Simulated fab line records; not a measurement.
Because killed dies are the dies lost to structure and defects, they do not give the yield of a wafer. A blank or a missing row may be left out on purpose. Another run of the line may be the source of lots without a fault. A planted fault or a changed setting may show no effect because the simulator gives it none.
Which tool was responsible? :: flow sky130 :: 72 wafers from 24 lots sampled at 3 of the route's 708 steps

WHAT EACH GAUGE READ, for each wafer
SKY_LI_CONTACT_OVL_MEAS_13.
lot: L075
measured: day 29 16:49
on: overlay-02
LI_CONTACT_OVL (nm): 3 0 -1

lot: L074
measured: day 29 19:28
on: overlay-02
LI_CONTACT_OVL (nm): 4 9 9

lot: L076
measured: day 30 00:35
on: overlay-01
LI_CONTACT_OVL (nm): 0 8 2

lot: L077
measured: day 30 01:53
on: overlay-01
LI_CONTACT_OVL (nm): -9 2 -2

lot: L078
measured: day 30 07:26
on: overlay-01
LI_CONTACT_OVL (nm): 1 5 -1

lot: L079
measured: day 30 20:51
on: overlay-02
LI_CONTACT_OVL (nm): -3 1 -4

lot: L080
measured: day 31 09:14
on: overlay-02
LI_CONTACT_OVL (nm): 1 -4 0

lot: L081
measured: day 31 20:45
on: overlay-02
LI_CONTACT_OVL (nm): 3 -1 6

lot: L082
measured: day 32 08:42
on: overlay-01
LI_CONTACT_OVL (nm): 0 -3 -5

lot: L084
measured: day 32 21:18
on: overlay-02
LI_CONTACT_OVL (nm): -2 -2 4

lot: L083
measured: day 33 03:51
on: overlay-01
LI_CONTACT_OVL (nm): -5 -5 -14

lot: L085
measured: day 33 07:59
on: overlay-02
LI_CONTACT_OVL (nm): 2 -8 6

lot: L086
measured: day 33 14:00
on: overlay-01
LI_CONTACT_OVL (nm): 7 -7 -5

lot: L087
measured: day 34 01:37
on: overlay-02
LI_CONTACT_OVL (nm): 2 2 -5

lot: L088
measured: day 34 06:12
on: overlay-01
LI_CONTACT_OVL (nm): -5 -8 -4

lot: L089
measured: day 34 07:44
on: overlay-01
LI_CONTACT_OVL (nm): 8 3 -5

lot: L090
measured: day 34 19:11
on: overlay-01
LI_CONTACT_OVL (nm): 8 10 12

lot: L091
measured: day 34 23:44
on: overlay-02
LI_CONTACT_OVL (nm): 7 -1 -6

lot: L092
measured: day 35 04:41
on: overlay-02
LI_CONTACT_OVL (nm): 3 8 7

lot: L093
measured: day 35 15:10
on: overlay-02
LI_CONTACT_OVL (nm): -4 -5 -1

lot: L094
measured: day 35 17:25
on: overlay-01
LI_CONTACT_OVL (nm): 5 6 15

lot: L095
measured: day 35 22:05
on: overlay-01
LI_CONTACT_OVL (nm): 2 -4 -3

lot: L096
measured: day 36 11:06
on: overlay-02
LI_CONTACT_OVL (nm): -2 -2 2

lot: L097
measured: day 36 15:32
on: overlay-01
LI_CONTACT_OVL (nm): -2 3 2

SKY_METAL1_CD_MEAS_15: target cd 140 nm.
lot: L075
measured: day 33 10:09
on: cd_sem-02
cd_nm (nm): 141.6 140.5 140.1

lot: L074
measured: day 33 12:41
on: cd_sem-02
cd_nm (nm): 138.5 139.3 139.0

lot: L076
measured: day 33 18:05
on: cd_sem-02
cd_nm (nm): 142.3 141.3 140.5

lot: L077
measured: day 33 19:15
on: cd_sem-02
cd_nm (nm): 139.0 137.4 137.9

lot: L078
measured: day 34 01:02
on: cd_sem-02
cd_nm (nm): 137.9 136.4 138.0

lot: L079
measured: day 34 10:44
on: cd_sem-01
cd_nm (nm): 138.3 140.1 139.6

lot: L080
measured: day 34 23:54
on: cd_sem-01
cd_nm (nm): 137.0 137.3 138.2

lot: L081
measured: day 35 10:09
on: cd_sem-02
cd_nm (nm): 140.0 140.5 141.8

lot: L082
measured: day 35 20:40
on: cd_sem-02
cd_nm (nm): 139.7 139.8 139.4

lot: L084
measured: day 36 08:27
on: cd_sem-02
cd_nm (nm): 138.8 138.5 140.8

lot: L083
measured: day 36 14:42
on: cd_sem-01
cd_nm (nm): 139.5 139.5 139.2

lot: L085
measured: day 36 18:23
on: cd_sem-02
cd_nm (nm): 139.9 138.5 139.5

lot: L086
measured: day 37 00:38
on: cd_sem-02
cd_nm (nm): 142.1 141.9 141.3

lot: L087
measured: day 37 11:07
on: cd_sem-02
cd_nm (nm): 139.7 140.5 141.0

lot: L088
measured: day 37 15:56
on: cd_sem-02
cd_nm (nm): 141.3 141.2 142.7

lot: L089
measured: day 37 17:37
on: cd_sem-01
cd_nm (nm): 139.7 138.6 141.1

lot: L090
measured: day 38 03:59
on: cd_sem-02
cd_nm (nm): 140.0 141.8 140.6

lot: L091
measured: day 38 08:14
on: cd_sem-01
cd_nm (nm): 138.6 137.7 138.7

lot: L092
measured: day 38 13:07
on: cd_sem-01
cd_nm (nm): 140.1 141.7 141.0

lot: L093
measured: day 38 22:20
on: cd_sem-01
cd_nm (nm): 142.0 143.9 143.9

lot: L094
measured: day 39 00:28
on: cd_sem-02
cd_nm (nm): 141.3 140.1 141.8

lot: L095
measured: day 39 06:40
on: cd_sem-02
cd_nm (nm): 138.9 138.3 137.6

lot: L096
measured: day 39 18:38
on: cd_sem-02
cd_nm (nm): 139.3 139.8 138.6

lot: L097
measured: day 39 22:39
on: cd_sem-01
cd_nm (nm): 142.4 141.4 141.4

SKY_METAL2_THK_MEAS_06: measures by xrf.
lot: L075
measured: day 34 15:44
on: film_metro-04
METAL2_ALCU_THK (nm): 257 257 256

lot: L074
measured: day 34 17:53
on: film_metro-03
METAL2_ALCU_THK (nm): 249 255 253

lot: L076
measured: day 34 23:29
on: film_metro-04
METAL2_ALCU_THK (nm): 257 260 255

lot: L077
measured: day 35 00:43
on: film_metro-02
METAL2_ALCU_THK (nm): 255 254 253

lot: L078
measured: day 35 05:59
on: film_metro-02
METAL2_ALCU_THK (nm): 255 254 253

lot: L079
measured: day 35 15:40
on: film_metro-04
METAL2_ALCU_THK (nm): 253 256 256

lot: L080
measured: day 36 04:54
on: film_metro-04
METAL2_ALCU_THK (nm): 249 252 253

lot: L081
measured: day 36 15:02
on: film_metro-02
METAL2_ALCU_THK (nm): 253 257 252

lot: L082
measured: day 37 01:26
on: film_metro-03
METAL2_ALCU_THK (nm): 260 249 258

lot: L084
measured: day 37 13:22
on: film_metro-04
METAL2_ALCU_THK (nm): 255 252 253

lot: L083
measured: day 37 19:29
on: film_metro-03
METAL2_ALCU_THK (nm): 254 256 256

lot: L085
measured: day 37 22:10
on: film_metro-02
METAL2_ALCU_THK (nm): 251 253 249

lot: L086
measured: day 38 04:39
on: film_metro-02
METAL2_ALCU_THK (nm): 256 253 253

lot: L087
measured: day 38 14:47
on: film_metro-04
METAL2_ALCU_THK (nm): 251 245 249

lot: L088
measured: day 38 20:13
on: film_metro-02
METAL2_ALCU_THK (nm): 260 262 260

lot: L089
measured: day 38 21:55
on: film_metro-04
METAL2_ALCU_THK (nm): 253 248 254

lot: L090
measured: day 39 08:07
on: film_metro-04
METAL2_ALCU_THK (nm): 253 254 254

lot: L091
measured: day 39 12:00
on: film_metro-03
METAL2_ALCU_THK (nm): 256 250 256

lot: L092
measured: day 39 15:11
on: film_metro-02
METAL2_ALCU_THK (nm): 249 251 253

lot: L093
measured: day 40 01:47
on: film_metro-04
METAL2_ALCU_THK (nm): 255 255 255

lot: L094
measured: day 40 03:22
on: film_metro-02
METAL2_ALCU_THK (nm): 255 255 254

lot: L095
measured: day 40 09:46
on: film_metro-02
METAL2_ALCU_THK (nm): 252 254 255

lot: L096
measured: day 40 21:55
on: film_metro-04
METAL2_ALCU_THK (nm): 251 253 249

lot: L097
measured: day 41 02:08
on: film_metro-04
METAL2_ALCU_THK (nm): 259 256 258

TOOL THAT RAN EACH LOT (tool first, then ch and the chambers of the sampled wafers, then the start)
No process step before these readings appears in the record.

AS READ BY THE TOOLS THEMSELVES (means over the sampled wafers that have a number; for cases with no such wafer, the mark the record gives instead)
The record holds no such reading with a usual standard deviation.

THE ANSWER, worked out from the rows above alone
Rule: the usual values come from the lots themselves. The widest of any qualifying gaps counts: lots, ordered by their means at a reading, are off when they make up no more than a third of the lots, leave a main group of 4 or more, and stand apart from it by 3 or more times the standard deviation of that group's means. Not used: any main group whose means are identical at the precision the tables above print for the reading. A lot without any number at a reading at which 4 lots or more have one is off too. All remaining lots with rows at the step are treated as sound. Order of review: gauges by route order, followed by the tools' own readings, for which a lot's mean as printed above is used. At the first step where some lot is off, the reading lying furthest off is the one used; lots without a number count as furthest.
Across all readings shown, no lot is off: no conclusion can be drawn from this.

WHAT THE SIMULATOR HAD PUT IN
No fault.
